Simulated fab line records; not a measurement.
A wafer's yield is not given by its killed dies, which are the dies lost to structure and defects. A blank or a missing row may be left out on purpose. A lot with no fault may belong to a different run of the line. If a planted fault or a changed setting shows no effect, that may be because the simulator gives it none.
Which tool did it? / flow gf180mcu / 11 lots with 33 wafers sampled at 6 steps, on a route of 602 steps

== WHAT THE GAUGES SHOWED, per wafer ==
GF_PSD_CD_MEAS_07: the cd target is 400 nm. Usual: cdNm reads 399.7 nm (standard deviation 2).
lot=L556; measured=day 14 13:15; on=cdSem-01; cdNm (nm)=397.3 396.8 399.3; flag=
lot=L559; measured=day 15 01:35; on=cdSem-01; cdNm (nm)=400.2 399.5 396.5; flag=
lot=L560; measured=day 15 16:22; on=cdSem-02; cdNm (nm)=402.0 402.8 401.6; flag=
lot=L566; measured=day 17 18:28; on=cdSem-02; cdNm (nm)=401.2 397.3 398.6; flag=
lot=L567; measured=day 18 05:40; on=cdSem-01; cdNm (nm)=400.8 400.4 399.9; flag=
lot=L568; measured=day 18 15:29; on=cdSem-02; cdNm (nm)=401.5 403.3 402.1; flag=
lot=L569; measured=day 19 04:15; on=cdSem-01; cdNm (nm)=400.0 399.7 402.3; flag=
lot=L575; measured=day 21 08:01; on=cdSem-01; cdNm (nm)=399.3 399.3 398.7; flag=
lot=L576; measured=day 21 16:24; on=cdSem-02; cdNm (nm)=399.5 400.3 402.5; flag=
lot=L578; measured=day 22 03:41; on=cdSem-02; cdNm (nm)=398.2 396.0 399.0; flag=
lot=L579; measured=day 22 12:16; on=cdSem-02; cdNm (nm)=397.2 400.7 397.4; flag=

GF_PSD_RS_MEAS_14: uses a four-point probe to measure. Usual: NSD_RS gives 46.09 ohm/sq (standard deviation 0.084).
lot=L556; measured=day 14 13:51; on=filmMetro-04; NSD_RS (ohm/sq)=46.24 46.15 46.27; flag=
lot=L559; measured=day 15 02:11; on=filmMetro-02; NSD_RS (ohm/sq)=46.05 46.06 46.10; flag=
lot=L560; measured=day 15 16:58; on=filmMetro-04; NSD_RS (ohm/sq)=46.09 46.10 46.11; flag=
lot=L566; measured=day 17 19:04; on=filmMetro-02; NSD_RS (ohm/sq)=46.13 46.36 46.20; flag=
lot=L567; measured=day 18 06:15; on=filmMetro-02; NSD_RS (ohm/sq)=45.55 45.56 45.42; flag=OFF
lot=L568; measured=day 18 16:06; on=filmMetro-03; NSD_RS (ohm/sq)=45.65 45.55 45.65; flag=OFF
lot=L569; measured=day 19 04:51; on=filmMetro-02; NSD_RS (ohm/sq)=46.08 46.18 46.10; flag=
lot=L575; measured=day 21 08:40; on=filmMetro-03; NSD_RS (ohm/sq)=46.02 46.10 46.06; flag=
lot=L576; measured=day 21 17:00; on=filmMetro-03; NSD_RS (ohm/sq)=46.02 46.13 46.03; flag=
lot=L578; measured=day 22 04:17; on=filmMetro-04; NSD_RS (ohm/sq)=46.00 46.15 46.13; flag=
lot=L579; measured=day 22 12:52; on=filmMetro-03; NSD_RS (ohm/sq)=46.06 46.15 46.14; flag=

== EACH LOT AND THE TOOL THAT RAN IT (in order: tool; ch and the chambers of the sampled wafers; start) ==
lot=L556; GF_HV_LDD_STRIP_10=plasmaAsher-01 ch 0,1, day 10 08:01; GF_HV_LDD_STRIP_22=plasmaAsher-01 ch 0,1, day 11 01:49; GF_NSD_IMPLANT_09=implanter-03 ch 0, day 13 16:15; GF_NSD_STRIP_11=plasmaAsher-04 ch 0,1, day 13 16:33
lot=L559; GF_HV_LDD_STRIP_10=plasmaAsher-02 ch 0,1, day 10 18:58; GF_HV_LDD_STRIP_22=plasmaAsher-02 ch 0,1, day 11 14:13; GF_NSD_IMPLANT_09=implanter-04 ch 0, day 14 04:41; GF_NSD_STRIP_11=plasmaAsher-02 ch 1, day 14 04:58
lot=L560; GF_HV_LDD_STRIP_10=plasmaAsher-03 ch 0,1, day 11 08:25; GF_HV_LDD_STRIP_22=plasmaAsher-02 ch 0,1, day 12 03:22; GF_NSD_IMPLANT_09=implanter-01 ch 0, day 14 19:18; GF_NSD_STRIP_11=plasmaAsher-02 ch 0,1, day 14 19:36
lot=L566; GF_HV_LDD_STRIP_10=plasmaAsher-03 ch 0,1, day 13 03:35; GF_HV_LDD_STRIP_22=plasmaAsher-02 ch 0,1, day 13 23:49; GF_NSD_IMPLANT_09=implanter-03 ch 0, day 16 18:48; GF_NSD_STRIP_11=plasmaAsher-01 ch 0,1, day 16 19:06
lot=L567; GF_HV_LDD_STRIP_10=plasmaAsher-03 ch 0, day 13 12:51; GF_HV_LDD_STRIP_22=plasmaAsher-02 ch 0,1, day 14 09:28; GF_NSD_IMPLANT_09=implanter-03 ch 0, day 17 06:24; GF_NSD_STRIP_11=plasmaAsher-02 ch 0,1, day 17 06:42
lot=L568; GF_HV_LDD_STRIP_10=plasmaAsher-01 ch 0,1, day 13 20:00; GF_HV_LDD_STRIP_22=plasmaAsher-01 ch 0,1, day 14 17:22; GF_NSD_IMPLANT_09=implanter-03 ch 0, day 17 15:58; GF_NSD_STRIP_11=plasmaAsher-04 ch 0,1, day 17 16:16
lot=L569; GF_HV_LDD_STRIP_10=plasmaAsher-01 ch 0,1, day 14 06:23; GF_HV_LDD_STRIP_22=plasmaAsher-01 ch 0,1, day 15 04:11; GF_NSD_IMPLANT_09=implanter-01 ch 0, day 18 03:49; GF_NSD_STRIP_11=plasmaAsher-02 ch 0,1, day 18 04:05
lot=L575; GF_HV_LDD_STRIP_10=plasmaAsher-01 ch 0,1, day 16 05:25; GF_HV_LDD_STRIP_22=plasmaAsher-02 ch 1, day 17 04:08; GF_NSD_IMPLANT_09=implanter-04 ch 0, day 20 07:32; GF_NSD_STRIP_11=plasmaAsher-01 ch 0,1, day 20 07:49
lot=L576; GF_HV_LDD_STRIP_10=plasmaAsher-01 ch 0,1, day 16 12:55; GF_HV_LDD_STRIP_22=plasmaAsher-03 ch 1, day 17 11:28; GF_NSD_IMPLANT_09=implanter-04 ch 0, day 20 15:57; GF_NSD_STRIP_11=plasmaAsher-01 ch 0,1, day 20 16:15
lot=L578; GF_HV_LDD_STRIP_10=plasmaAsher-01 ch 0,1, day 17 01:43; GF_HV_LDD_STRIP_22=plasmaAsher-01 ch 0,1, day 18 01:13; GF_NSD_IMPLANT_09=implanter-03 ch 0, day 21 04:39; GF_NSD_STRIP_11=plasmaAsher-01 ch 0,1, day 21 04:57
lot=L579; GF_HV_LDD_STRIP_10=plasmaAsher-03 ch 0, day 17 08:21; GF_HV_LDD_STRIP_22=plasmaAsher-01 ch 0, day 18 08:21; GF_NSD_IMPLANT_09=implanter-04 ch 0, day 21 12:35; GF_NSD_STRIP_11=plasmaAsher-02 ch 0,1, day 21 12:51
- GF_HV_LDD_STRIP_10: strips in O2/N2.
- GF_HV_LDD_STRIP_22: strips in O2/N2.
- GF_NSD_IMPLANT_09
- GF_NSD_STRIP_11: strips in O2/N2.

== WHAT THE TOOLS THEMSELVES READ (means of the sampled wafers that have a number; where no wafer has one, the mark that the record gives instead) ==
GF_HV_LDD_STRIP_10. Usual: chamberPressureMTorr 1499.9 mTorr, standard deviation 1.4; drypumpMotorCurrentA 5.5 A, standard deviation 0.35; heaterPowerW 337 W, standard deviation 44; oesProductAu 0.716 a.u., standard deviation 0.0043; stripTimeToEndpointS 12.62 s, standard deviation 0.04.
lot=L556; tool=plasmaAsher-01; chamberPressureMTorr (mTorr)=1500.6; drypumpMotorCurrentA (A)=5.1; heaterPowerW (W)=302; oesProductAu (a.u.)=0.715; stripTimeToEndpointS (s)=12.60; flag=
lot=L559; tool=plasmaAsher-02; chamberPressureMTorr (mTorr)=1499.4; drypumpMotorCurrentA (A)=6.0; heaterPowerW (W)=367; oesProductAu (a.u.)=0.717; stripTimeToEndpointS (s)=12.57; flag=
lot=L560; tool=plasmaAsher-03; chamberPressureMTorr (mTorr)=1500.4; drypumpMotorCurrentA (A)=5.6; heaterPowerW (W)=345; oesProductAu (a.u.)=0.717; stripTimeToEndpointS (s)=12.60; flag=
lot=L566; tool=plasmaAsher-03; chamberPressureMTorr (mTorr)=1500.4; drypumpMotorCurrentA (A)=5.6; heaterPowerW (W)=358; oesProductAu (a.u.)=0.715; stripTimeToEndpointS (s)=12.63; flag=
lot=L567; tool=plasmaAsher-03; chamberPressureMTorr (mTorr)=1500.8; drypumpMotorCurrentA (A)=5.6; heaterPowerW (W)=347; oesProductAu (a.u.)=0.719; stripTimeToEndpointS (s)=12.56; flag=
lot=L568; tool=plasmaAsher-01; chamberPressureMTorr (mTorr)=1499.7; drypumpMotorCurrentA (A)=5.1; heaterPowerW (W)=302; oesProductAu (a.u.)=0.715; stripTimeToEndpointS (s)=12.62; flag=
lot=L569; tool=plasmaAsher-01; chamberPressureMTorr (mTorr)=1499.9; drypumpMotorCurrentA (A)=5.1; heaterPowerW (W)=300; oesProductAu (a.u.)=0.710; stripTimeToEndpointS (s)=12.67; flag=
lot=L575; tool=plasmaAsher-01; chamberPressureMTorr (mTorr)=1500.1; drypumpMotorCurrentA (A)=5.1; heaterPowerW (W)=303; oesProductAu (a.u.)=0.713; stripTimeToEndpointS (s)=12.59; flag=
lot=L576; tool=plasmaAsher-01; chamberPressureMTorr (mTorr)=1498.5; drypumpMotorCurrentA (A)=5.2; heaterPowerW (W)=304; oesProductAu (a.u.)=0.716; stripTimeToEndpointS (s)=12.63; flag=
lot=L578; tool=plasmaAsher-01; chamberPressureMTorr (mTorr)=1499.8; drypumpMotorCurrentA (A)=5.1; heaterPowerW (W)=305; oesProductAu (a.u.)=0.721; stripTimeToEndpointS (s)=12.62; flag=
lot=L579; tool=plasmaAsher-03; chamberPressureMTorr (mTorr)=1500.0; drypumpMotorCurrentA (A)=5.6; heaterPowerW (W)=350; oesProductAu (a.u.)=0.719; stripTimeToEndpointS (s)=12.55; flag=

GF_HV_LDD_STRIP_22. Usual: chamberPressureMTorr 1500.0 mTorr, standard deviation 1.2; drypumpMotorCurrentA 5.6 A, standard deviation 0.37; heaterPowerW 345 W, standard deviation 50; oesProductAu 0.716 a.u., standard deviation 0.0047; stripTimeToEndpointS 12.62 s, standard deviation 0.031.
lot=L556; tool=plasmaAsher-01; chamberPressureMTorr (mTorr)=1499.2; drypumpMotorCurrentA (A)=5.1; heaterPowerW (W)=301; oesProductAu (a.u.)=0.719; stripTimeToEndpointS (s)=12.60; flag=
lot=L559; tool=plasmaAsher-02; chamberPressureMTorr (mTorr)=1500.5; drypumpMotorCurrentA (A)=6.0; heaterPowerW (W)=406; oesProductAu (a.u.)=0.716; stripTimeToEndpointS (s)=12.62; flag=
lot=L560; tool=plasmaAsher-02; chamberPressureMTorr (mTorr)=1499.4; drypumpMotorCurrentA (A)=6.0; heaterPowerW (W)=405; oesProductAu (a.u.)=0.713; stripTimeToEndpointS (s)=12.64; flag=
lot=L566; tool=plasmaAsher-02; chamberPressureMTorr (mTorr)=1500.2; drypumpMotorCurrentA (A)=6.0; heaterPowerW (W)=364; oesProductAu (a.u.)=0.716; stripTimeToEndpointS (s)=12.62; flag=
lot=L567; tool=plasmaAsher-02; chamberPressureMTorr (mTorr)=1500.6; drypumpMotorCurrentA (A)=6.0; heaterPowerW (W)=374; oesProductAu (a.u.)=0.709; stripTimeToEndpointS (s)=12.65; flag=
lot=L568; tool=plasmaAsher-01; chamberPressureMTorr (mTorr)=1500.2; drypumpMotorCurrentA (A)=5.3; heaterPowerW (W)=307; oesProductAu (a.u.)=0.721; stripTimeToEndpointS (s)=12.61; flag=
lot=L569; tool=plasmaAsher-01; chamberPressureMTorr (mTorr)=1500.9; drypumpMotorCurrentA (A)=5.3; heaterPowerW (W)=305; oesProductAu (a.u.)=0.718; stripTimeToEndpointS (s)=12.59; flag=
lot=L575; tool=plasmaAsher-02; chamberPressureMTorr (mTorr)=1500.5; drypumpMotorCurrentA (A)=6.0; heaterPowerW (W)=447; oesProductAu (a.u.)=0.716; stripTimeToEndpointS (s)=12.65; flag=
lot=L576; tool=plasmaAsher-03; chamberPressureMTorr (mTorr)=1499.9; drypumpMotorCurrentA (A)=5.6; heaterPowerW (W)=366; oesProductAu (a.u.)=0.713; stripTimeToEndpointS (s)=12.60; flag=
lot=L578; tool=plasmaAsher-01; chamberPressureMTorr (mTorr)=1500.5; drypumpMotorCurrentA (A)=5.1; heaterPowerW (W)=305; oesProductAu (a.u.)=0.713; stripTimeToEndpointS (s)=12.66; flag=
lot=L579; tool=plasmaAsher-01; chamberPressureMTorr (mTorr)=1499.5; drypumpMotorCurrentA (A)=4.9; heaterPowerW (W)=295; oesProductAu (a.u.)=0.717; stripTimeToEndpointS (s)=12.60; flag=

GF_NSD_IMPLANT_09. Usual: doseIonsCm2 reads 4e+15 (standard deviation 4.1e+12).
lot=L556 tool=implanter-03 doseIonsCm2=4e+15 flag=
lot=L559 tool=implanter-04 doseIonsCm2=4e+15 flag=
lot=L560 tool=implanter-01 doseIonsCm2=4e+15 flag=
lot=L566 tool=implanter-03 doseIonsCm2=4e+15 flag=
lot=L567 tool=implanter-03 doseIonsCm2=4e+15 flag=
lot=L568 tool=implanter-03 doseIonsCm2=4e+15 flag=
lot=L569 tool=implanter-01 doseIonsCm2=4e+15 flag=
lot=L575 tool=implanter-04 doseIonsCm2=4e+15 flag=
lot=L576 tool=implanter-04 doseIonsCm2=4e+15 flag=
lot=L578 tool=implanter-03 doseIonsCm2=4e+15 flag=
lot=L579 tool=implanter-04 doseIonsCm2=4e+15 flag=

GF_NSD_STRIP_11. Usual: chamberPressureMTorr 1500.3 mTorr, standard deviation 2.6; drypumpMotorCurrentA 5.7 A, standard deviation 0.39; heaterPowerW 345 W, standard deviation 46; oesProductAu 0.487 a.u., standard deviation 0.0046; stripTimeToEndpointS 22.97 s, standard deviation 0.04.
lot=L556; tool=plasmaAsher-04; chamberPressureMTorr (mTorr)=1500.1; drypumpMotorCurrentA (A)=5.9; heaterPowerW (W)=357; oesProductAu (a.u.)=0.490; stripTimeToEndpointS (s)=22.97; flag=
lot=L559; tool=plasmaAsher-02; chamberPressureMTorr (mTorr)=1500.4; drypumpMotorCurrentA (A)=6.0; heaterPowerW (W)=451; oesProductAu (a.u.)=0.487; stripTimeToEndpointS (s)=22.98; flag=
lot=L560; tool=plasmaAsher-02; chamberPressureMTorr (mTorr)=1500.4; drypumpMotorCurrentA (A)=6.0; heaterPowerW (W)=368; oesProductAu (a.u.)=0.485; stripTimeToEndpointS (s)=22.99; flag=
lot=L566; tool=plasmaAsher-01; chamberPressureMTorr (mTorr)=1499.9; drypumpMotorCurrentA (A)=5.3; heaterPowerW (W)=305; oesProductAu (a.u.)=0.492; stripTimeToEndpointS (s)=22.92; flag=
lot=L567; tool=plasmaAsher-02; chamberPressureMTorr (mTorr)=1500.1; drypumpMotorCurrentA (A)=6.0; heaterPowerW (W)=409; oesProductAu (a.u.)=0.486; stripTimeToEndpointS (s)=23.26; flag=OFF
lot=L568; tool=plasmaAsher-04; chamberPressureMTorr (mTorr)=1500.0; drypumpMotorCurrentA (A)=5.9; heaterPowerW (W)=354; oesProductAu (a.u.)=0.485; stripTimeToEndpointS (s)=23.29; flag=OFF
lot=L569; tool=plasmaAsher-02; chamberPressureMTorr (mTorr)=1499.8; drypumpMotorCurrentA (A)=6.0; heaterPowerW (W)=403; oesProductAu (a.u.)=0.485; stripTimeToEndpointS (s)=22.91; flag=
lot=L575; tool=plasmaAsher-01; chamberPressureMTorr (mTorr)=1500.1; drypumpMotorCurrentA (A)=5.1; heaterPowerW (W)=299; oesProductAu (a.u.)=0.486; stripTimeToEndpointS (s)=22.88; flag=
lot=L576; tool=plasmaAsher-01; chamberPressureMTorr (mTorr)=1499.5; drypumpMotorCurrentA (A)=5.1; heaterPowerW (W)=303; oesProductAu (a.u.)=0.491; stripTimeToEndpointS (s)=22.95; flag=
lot=L578; tool=plasmaAsher-01; chamberPressureMTorr (mTorr)=1501.1; drypumpMotorCurrentA (A)=5.3; heaterPowerW (W)=298; oesProductAu (a.u.)=0.485; stripTimeToEndpointS (s)=22.97; flag=
lot=L579; tool=plasmaAsher-02; chamberPressureMTorr (mTorr)=1500.6; drypumpMotorCurrentA (A)=6.0; heaterPowerW (W)=361; oesProductAu (a.u.)=0.491; stripTimeToEndpointS (s)=22.98; flag=

== THE ANSWER, worked out from the rows above alone ==
Rule: take the mean of a lot's wafers that have a number; if it is more than 3 standard deviations from the usual mean, the lot is off. Also off: a lot with no number at a reading for which 4 or more lots have one. Any other lot the step has rows for is counted as sound. Order of review: gauges by route order, followed by the tools' own readings, for which a lot's mean as printed above is used. At the first step where some lot is off, the reading lying furthest off is the one used; lots without a number count as furthest.
Off: at GF_PSD_RS_MEAS_14 (NSD_RS), L567, L568.
If a tool, at a process step before that reading, ran all the lots that are off and no sound lot after the first of them, it fits. The gauges at GF_PSD_RS_MEAS_14 aren't tried: what is off there is off at GF_NSD_STRIP_11 too, on other tools, and a gauge's error can't cause that. None of those tried fits.

== WHAT HAD BEEN PUT IN BY THE SIMULATOR ==
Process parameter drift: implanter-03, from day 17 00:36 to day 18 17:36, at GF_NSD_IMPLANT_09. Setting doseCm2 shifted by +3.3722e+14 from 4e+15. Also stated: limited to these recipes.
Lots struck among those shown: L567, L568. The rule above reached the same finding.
